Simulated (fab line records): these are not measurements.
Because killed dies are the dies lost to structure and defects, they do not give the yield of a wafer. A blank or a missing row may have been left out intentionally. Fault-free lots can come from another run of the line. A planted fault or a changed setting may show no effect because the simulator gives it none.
A struck lot beside a sound one + flow sky130 + 15 steps out of a route of 708
Sound: the wafers L490.1, L490.2, L490.4. Struck: wafer L506.5. (L506.2, L506.3 of the same lot were not struck and are left out.) The cause comes at the end.
For every step that has rows: the tool of each side, followed by ch and its chambers, followed by its first start. Under that, the readings that differ: sound wafers + struck wafers + difference of the means + sigmas: that difference in standard deviations of wafers without a fault.
alike: words and numbers the same on both sides, and readings whose means are apart by under 2 such deviations; not compared: readings that were withheld, readings missing a value for some wafer, numbers with overlapping values and no deviation given by the record, and bounds like >300 which may hide the same value.
Wherever a step has rows on one side only, a row that says differs or no value, or a row with sigmas, the two part there. Numbers that don't overlap but have no deviation are shown without sigmas and don't part them. A reading missing from all wafers of one side parts the sides only when that side holds two or more wafers.

SKY_METAL1_STRIP_20: strips in O2/N2.
  sound on plasmaAsher-02 ch 0,1, day 34 21:32; struck on plasmaAsher-02 ch 0, day 39 12:56
  alike: drypumpMotorCurrentA, o2FlowSccm, oesProductAu, stripTimeToEndpointS
  not compared: rfHoursCounterH
then, 4 steps without rows for these wafers: SKY_METAL1_STRIP_21 (strips in post etch residue remover, time 1200 s); SKY_METAL1_CLEAN_22 (cleans in IPA, time 180 s); SKY_METAL1_CLEAN_23 (cleans in O3/DIW); SKY_VIA1_HDPCVD_00 (deposits SiO2, target thk 1030 nm, time 171.7 s).
SKY_VIA1_THK_MEAS_01:
  struck on filmMetro-03, day 39 13:41; sound on filmMetro-03, day 34 22:14
  alike: VIA1_HDPCVD_THK
SKY_VIA1_CMP_02: polishes SiO2.
  sound on cmp-02 ch 0,2,3, day 34 22:31; struck on cmp-01 ch 2, day 39 13:44
  alike: motorCurrentA
SKY_VIA1_BOW_MEAS_03:
  struck on filmMetro-03, day 39 14:03; sound on filmMetro-02, day 34 22:49
  alike: VIA1_BOW
then, 4 steps without rows for these wafers: SKY_VIA1_DEHYDRATE_04 (time 60 s); SKY_VIA1_HMDS_05 (prime time 60 s); SKY_VIA1_COAT_06 (resist thk 60 nm); SKY_VIA1_COAT_07 (resist thk 450 nm).
SKY_VIA1_SOFTBAKE_08: time 90 s.
  sound on lithoTrack-02 ch 0, day 35 11:00; struck on lithoTrack-04 ch 0, day 40 02:00
| reading               | sound                | struck | difference | sigmas      |
|-----------------------|----------------------|--------|------------|-------------|
| heaterPowerTotalW (W) | 57.47 57.44 57.44    | 67.37  | +9.92      | +90         |
| runLengthS (s)        | 119.14 119.56 119.18 | 84.90  | -34.39     | -99 or more |
then, 1 step without rows for these wafers: SKY_VIA1_EXPOSE_09 (exposes mask VIM, target cd 150 nm).
-- the record jumps here: 11 days lie between the struck wafers' starts before and after (it left off in module VIA1 and takes up again in module PAD_OPEN, whose first step shown is number 708 of the route) --
SKY_PAD_OPEN_PROBE_99:
  struck on prober-02, day 50 16:50; sound on prober-02, day 47 09:31
| reading     | sound   | struck | difference | sigmas |
|-------------|---------|--------|------------|--------|
| killedOnRim | 14 9 10 | 19     | +8         | +2     |
  alike: defectLimitedYield, killed_at_M0_to_M3, killed_at_M4_up, killedAtContacts, killedAtFrontEnd, killedAtOther, killedDies, killedOpen, killedShort, sort_bin_3_pad_short, sort_bin_5_function, sort_bin_6_memory, sortNPass, sortYieldPct

## WHERE THEY PART
First at SKY_VIA1_SOFTBAKE_08; last, within this record, at SKY_PAD_OPEN_PROBE_99.

WHY: whatever the simulator had introduced
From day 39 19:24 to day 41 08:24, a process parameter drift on lithoTrack-04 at SKY_VIA1_SOFTBAKE_08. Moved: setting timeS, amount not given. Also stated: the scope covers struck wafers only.
